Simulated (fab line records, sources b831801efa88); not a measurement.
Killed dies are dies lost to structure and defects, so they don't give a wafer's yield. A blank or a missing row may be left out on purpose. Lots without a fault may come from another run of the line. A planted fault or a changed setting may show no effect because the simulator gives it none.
Which tool did it? | flow gf180mcu | 13 lots, 39 wafers sampled, at 3 steps of a route of 602

WHAT THE GAUGES READ, wafer by wafer
GF_HV_LDD_TW_MEAS_11.
lot  | measured     | on            | HV_LDD_TW
L983 | day 10 11:55 | film_metro-02 | 2428 2426 2433
L984 | day 10 21:37 | film_metro-03 | 2406 2422 2402
L987 | day 11 21:58 | film_metro-03 | 2428 2405 2432
L988 | day 12 03:01 | film_metro-01 | 2417 2425 2447
L989 | day 12 07:10 | film_metro-01 | 2428 2443 2436
L990 | day 12 12:19 | film_metro-03 | 2396 2382 2401
L991 | day 12 23:39 | film_metro-03 | 2392 2374 2392
L992 | day 13 04:44 | film_metro-01 | 2418 2431 2418
L993 | day 13 11:26 | film_metro-03 | 2407 2396 2413
L100 | day 15 14:37 | film_metro-01 | 2403 2414 2422
L101 | day 16 01:40 | film_metro-03 | 2380 2383 2395
L104 | day 16 20:22 | film_metro-03 | 2382 2361 2384
L105 | day 17 07:14 | film_metro-03 | 2391 2393 2388

WHICH TOOL RAN EACH LOT (tool, then ch and the chambers of the sampled wafers, then the start)
lot  | GF_MVPSD_EXPOSE_04                  | GF_VT_IMPLANT_STRIP_42
L983 | iline_stepper-02 ch 0, day 5 01:32  | plasma_asher-01 ch 0,1, day 7 21:28
L984 | iline_stepper-02 ch 0, day 5 08:01  | plasma_asher-01 ch 0,1, day 8 04:58
L987 | iline_stepper-01 ch 0, day 6 01:56  | plasma_asher-03 ch 0,1, day 9 02:34
L988 | iline_stepper-02 ch 0, day 6 07:46  | plasma_asher-01 ch 0,1, day 9 07:37
L989 | iline_stepper-01 ch 0, day 6 12:10  | plasma_asher-04 ch 0,1, day 9 14:41
L990 | iline_stepper-02 ch 0, day 6 17:40  | plasma_asher-03 ch 0,1, day 9 21:28
L991 | iline_stepper-02 ch 0, day 7 00:23  | plasma_asher-04 ch 0,1, day 10 04:10
L992 | iline_stepper-02 ch 0, day 7 06:02  | plasma_asher-03 ch 0,1, day 10 10:47
L993 | iline_stepper-02 ch 0, day 7 11:13  | plasma_asher-04 ch 0,1, day 10 16:59
L100 | iline_stepper-01 ch 0, day 9 04:13  | plasma_asher-04 ch 0,1, day 12 15:19
L101 | iline_stepper-01 ch 0, day 9 12:14  | plasma_asher-01 ch 0,1, day 13 00:20
L104 | iline_stepper-02 ch 0, day 10 04:26 | plasma_asher-03 ch 0,1, day 13 18:29
L105 | iline_stepper-02 ch 0, day 10 13:48 | plasma_asher-01 ch 0,1, day 14 04:41
- GF_MVPSD_EXPOSE_04: exposes mask MVPSD, target cd 1000 nm.
- GF_VT_IMPLANT_STRIP_42: strips in O2/N2.

WHAT THE TOOLS THEMSELVES READ (means of the sampled wafers that have a number; where no wafer has one, the mark that the record gives instead)
GF_MVPSD_EXPOSE_04.
lot  | tool             | exposure_dose_mJ_cm2
L983 | iline_stepper-02 | 259.76
L984 | iline_stepper-02 | 259.73
L987 | iline_stepper-01 | 259.94
L988 | iline_stepper-02 | 260.17
L989 | iline_stepper-01 | 260.33
L990 | iline_stepper-02 | 259.85
L991 | iline_stepper-02 | 260.34
L992 | iline_stepper-02 | 260.07
L993 | iline_stepper-02 | 260.12
L100 | iline_stepper-01 | 252.26
L101 | iline_stepper-01 | 252.43
L104 | iline_stepper-02 | 260.11
L105 | iline_stepper-02 | 260.22

GF_VT_IMPLANT_STRIP_42.
lot  | tool            | drypump_motor_current_A (A) | heater_power_w (W) | oes_product_au (a.u.) | platen_temp_c (C) | strip_time_to_endpoint_s (s)
L983 | plasma_asher-01 | 6.06                        | 315                | 0.718                 | 249.94            | 12.65
L984 | plasma_asher-01 | 6.04                        | 323                | 0.714                 | 249.88            | 12.68
L987 | plasma_asher-03 | 6.27                        | 302                | 0.715                 | 250.06            | 12.63
L988 | plasma_asher-01 | 6.04                        | 317                | 0.720                 | 249.95            | 12.65
L989 | plasma_asher-04 | 6.09                        | 436                | 0.714                 | 250.00            | 12.65
L990 | plasma_asher-03 | 6.42                        | 305                | 0.711                 | 249.83            | 12.63
L991 | plasma_asher-04 | 6.15                        | 392                | 0.717                 | 250.05            | 12.59
L992 | plasma_asher-03 | 6.27                        | 304                | 0.713                 | 250.10            | 12.63
L993 | plasma_asher-04 | 6.14                        | 389                | 0.720                 | 249.95            | 12.66
L100 | plasma_asher-04 | 6.06                        | 428                | 0.715                 | 250.11            | 12.59
L101 | plasma_asher-01 | 5.84                        | 317                | 0.713                 | 250.04            | 12.57
L104 | plasma_asher-03 | 6.30                        | 304                | 0.716                 | 250.02            | 12.60
L105 | plasma_asher-01 | 5.82                        | 317                | 0.715                 | 250.02            | 12.69

THE ANSWER, worked out from the rows above alone
Rule: what is usual is taken from the lots themselves. Put in order of their means at a reading, lots are off if they are a third of the lots or fewer, leave a main group of 4 or more, and stand apart from it by a gap of 3 or more times the standard deviation of the main group's means; of several such gaps the widest counts. A main group whose means are all the same, to the digits that the tables above print for the reading, isn't used. A lot without any number at a reading at which 4 lots or more have one is off too. The other lots that the step has rows for count as sound. The gauges are gone through in route order, then the tools' own readings, and for those a lot's mean is taken as printed above. The first step at which some lot is off is used, and at that step the reading that is off furthest; a lot without a number counts as furthest.
Off: L100, L101, at GF_MVPSD_EXPOSE_04 (exposure_dose_mJ_cm2). The main group: mean 260.06, standard deviation 0.2.
A tool fits if, at that step or a process step before it, it ran every lot that is off, and no sound lot after the first of them. One fits: iline_stepper-01 at GF_MVPSD_EXPOSE_04. Its last sound lot is L989 (day 6 12:10), its first lot that is off L100 (day 9 04:13): a fault that began between those two fits.
The tool's own readings at GF_MVPSD_EXPOSE_04 bear it out: on the lots that are off they differ by more than 5 times the standard deviation of the sound lots' means. exposure_dose_mJ_cm2 reads 252.34 there against 260.06 on the sound lots.

WHAT THE SIMULATOR HAD PUT IN
Process parameter drift: iline_stepper-01, from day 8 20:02 on, at GF_MVPSD_EXPOSE_04. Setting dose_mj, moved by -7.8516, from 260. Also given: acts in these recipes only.
Lots struck among those shown: L100, L101. The rule above found the same.
